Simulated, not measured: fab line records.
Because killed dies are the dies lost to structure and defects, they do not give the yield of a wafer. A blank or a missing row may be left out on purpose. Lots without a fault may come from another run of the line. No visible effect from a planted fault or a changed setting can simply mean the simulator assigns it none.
Which tool is to blame? -- flow sky130 -- 39 wafers from 13 lots sampled at 3 of the route's 708 steps

## WHAT THE GAUGES SHOWED, per wafer
SKY_FIELD_ISO_THK_MEAS_02.
lot,measured,on,FIELD_ISO_OXIDATION_00_THK (nm)
L310,day 1 16:56,film metro-04,12.10 12.19 11.95
L311,day 1 17:00,film metro-02,11.75 11.71 11.83
L313,day 2 05:11,film metro-01,11.36 11.29 11.43
L312,day 2 05:12,film metro-04,11.77 11.41 11.55
L315,day 2 12:49,film metro-01,11.61 11.70 11.60
L314,day 2 12:50,film metro-04,11.71 11.78 11.70
L316,day 2 20:19,film metro-01,11.75 11.64 11.81
L320,day 3 13:38,film metro-02,11.76 11.65 11.68
L322,day 3 23:41,film metro-02,11.27 11.72 11.63
L325,day 4 15:10,film metro-01,12.10 12.19 12.10
L326,day 4 19:38,film metro-04,11.96 11.99 12.22
L330,day 5 16:05,film metro-04,12.29 12.31 12.31
L332,day 6 01:38,film metro-02,12.07 11.93 12.08

SKY_SONOS_ONO_THK_MEAS_01.
lot,measured,on,SONOS_ONO_OXIDATION_THK (nm)
L310,day 12 02:10,film metro-01,2.61 2.63 2.49
L311,day 12 00:49,film metro-01,2.59 2.60 2.57
L313,day 12 11:46,film metro-01,2.68 2.62 2.59
L312,day 12 10:16,film metro-01,2.63 2.70 2.65
L315,day 12 21:51,film metro-01,2.69 2.62 2.62
L314,day 12 20:31,film metro-02,2.57 2.65 2.62
L316,day 13 12:08,film metro-01,2.67 2.67 2.73
L320,day 15 00:26,film metro-02,2.70 2.64 2.72
L322,day 15 10:17,film metro-02,2.64 2.71 2.60
L325,day 16 16:23,film metro-02,2.68 2.61 2.70
L326,day 16 16:24,film metro-01,2.62 2.56 2.54
L330,day 18 01:06,film metro-01,2.65 2.72 2.58
L332,day 18 21:13,film metro-01,2.49 2.61 2.61

SKY_LDD_HVP_OVL_MEAS_07.
lot,measured,on,LDD_HVP_OVL (nm)
L310,day 22 09:09,overlay-02,1.3 2.1 2.8
L311,day 22 11:57,overlay-01,-0.8 -2.5 1.8
L313,day 22 17:02,overlay-01,1.7 0.6 -1.0
L312,day 22 15:45,overlay-01,-1.5 0.9 0.6
L315,day 23 02:17,overlay-02,2.5 2.2 2.4
L314,day 23 03:51,overlay-02,0.1 2.6 0.9
L316,day 24 10:41,overlay-01,-1.2 -0.3 0.5
L320,day 25 18:41,overlay-02,1.4 1.3 0.2
L322,day 26 02:50,overlay-02,0.6 0.8 1.5
L325,day 27 09:32,overlay-02,1.3 3.2 1.1
L326,day 27 05:37,overlay-01,-1.7 0.9 -0.9
L330,day 28 14:50,overlay-01,-1.0 2.1 0.2
L332,day 29 11:29,overlay-02,0.9 1.2 -0.6

## WHICH TOOL RAN EACH LOT (tool, then ch and the chambers of the sampled wafers, then the start)
The record shows no process step preceding these readings.

## WHAT THE TOOLS THEMSELVES READ (means of the sampled wafers that have a number; where no wafer has one, the mark that the record gives instead)
The record holds no such reading with a usual standard deviation.

## THE ANSWER, worked out from the rows above alone
Rule: the lots themselves supply what counts as usual. Put in order of their means at a reading, lots are off if they are a third of the lots or fewer, leave a main group of 4 or more, and stand apart from it by a gap of 3 or more times the standard deviation of the main group's means; of several such gaps the widest counts. The tables above print the reading to a certain number of digits; a main group whose means all agree to those digits is not used. A lot without any number at a reading at which 4 lots or more have one is off too. Where the step has rows for the other lots, those lots are counted as sound. After the gauges, taken in route order, come the tools' own readings; for these a lot's mean is taken, as printed above. At the first step where some lot is off, the reading lying furthest off is the one used; lots without a number count as furthest.
No lot is off on any of the readings shown, so nothing can be concluded from this.

## WHAT THE SIMULATOR HAD INSERTED
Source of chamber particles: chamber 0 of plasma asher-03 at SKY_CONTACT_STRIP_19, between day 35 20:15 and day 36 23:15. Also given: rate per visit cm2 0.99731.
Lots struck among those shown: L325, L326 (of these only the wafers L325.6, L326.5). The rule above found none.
